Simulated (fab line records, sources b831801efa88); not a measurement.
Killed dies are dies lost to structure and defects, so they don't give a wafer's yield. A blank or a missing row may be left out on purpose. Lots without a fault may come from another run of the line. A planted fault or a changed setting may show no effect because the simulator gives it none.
One fault seen from 2 desks | flow sfq_line | each desk has only its own numbers; what lay behind them comes last

THE METROLOGY DESK
What the gauges read, lot by lot, whatever tool the lot ran on: means of the sampled wafers that have a number. A lot is out of limits, marked OUT, if its mean lies more than 4 standard deviations from the usual mean; the brackets give that distance.
Columns: A = M3_NB_RS at SFQ_M3_RS_MEAS_919, usual 0.873 ohm/sq; B = M3_OVL at SFQ_M3_OVL_MEAS_921, usual 1 nm
lot  | first seen here | A     | B
L961 | day 40 11:03    | 0.869 | 0
L963 | day 42 07:35    | 0.880 | 0
L964 | day 42 15:19    | 0.874 | 10
L969 | day 44 17:42    | 0.870 | -3
L972 | day 46 00:12    | 0.871 | -1
L974 | day 47 05:32    | 0.860 | 2
This desk's finding: nothing out of limits on any of the 6 lots.

THE TOOL OWNER'S DESK: rie_metal-04
The tool's own readings at SFQ_TRILAYER_M3_BARC_OPEN_METAL_ETCH_100 (etches BARC in O2, target depth 125 nm, time 41.7 s): means of the sampled wafers that have a number, for each lot that ran on this tool. A lot is out of limits, marked OUT, if its mean lies more than 4 standard deviations from the usual mean; the brackets give that distance.
Columns: A = drypump_motor_current_A at SFQ_TRILAYER_M3_BARC_OPEN_METAL_ETCH_100, usual 5.6 A; B = oes_product_au at SFQ_TRILAYER_M3_BARC_OPEN_METAL_ETCH_100, usual 0.686 a.u.
lot  | first seen here | A   | B
L961 | day 46 22:02    | 5.8 | 0.686
L963 | day 48 15:44    | 5.8 | 0.690
L964 | day 49 00:08    | 5.8 | 0.684
This desk's finding: nothing out of limits on any of the 3 lots.

PUT TOGETHER
The metrology desk saw nothing out of limits.
The tool owner's desk saw nothing out of limits.

WHAT THE SIMULATOR HAD PUT IN
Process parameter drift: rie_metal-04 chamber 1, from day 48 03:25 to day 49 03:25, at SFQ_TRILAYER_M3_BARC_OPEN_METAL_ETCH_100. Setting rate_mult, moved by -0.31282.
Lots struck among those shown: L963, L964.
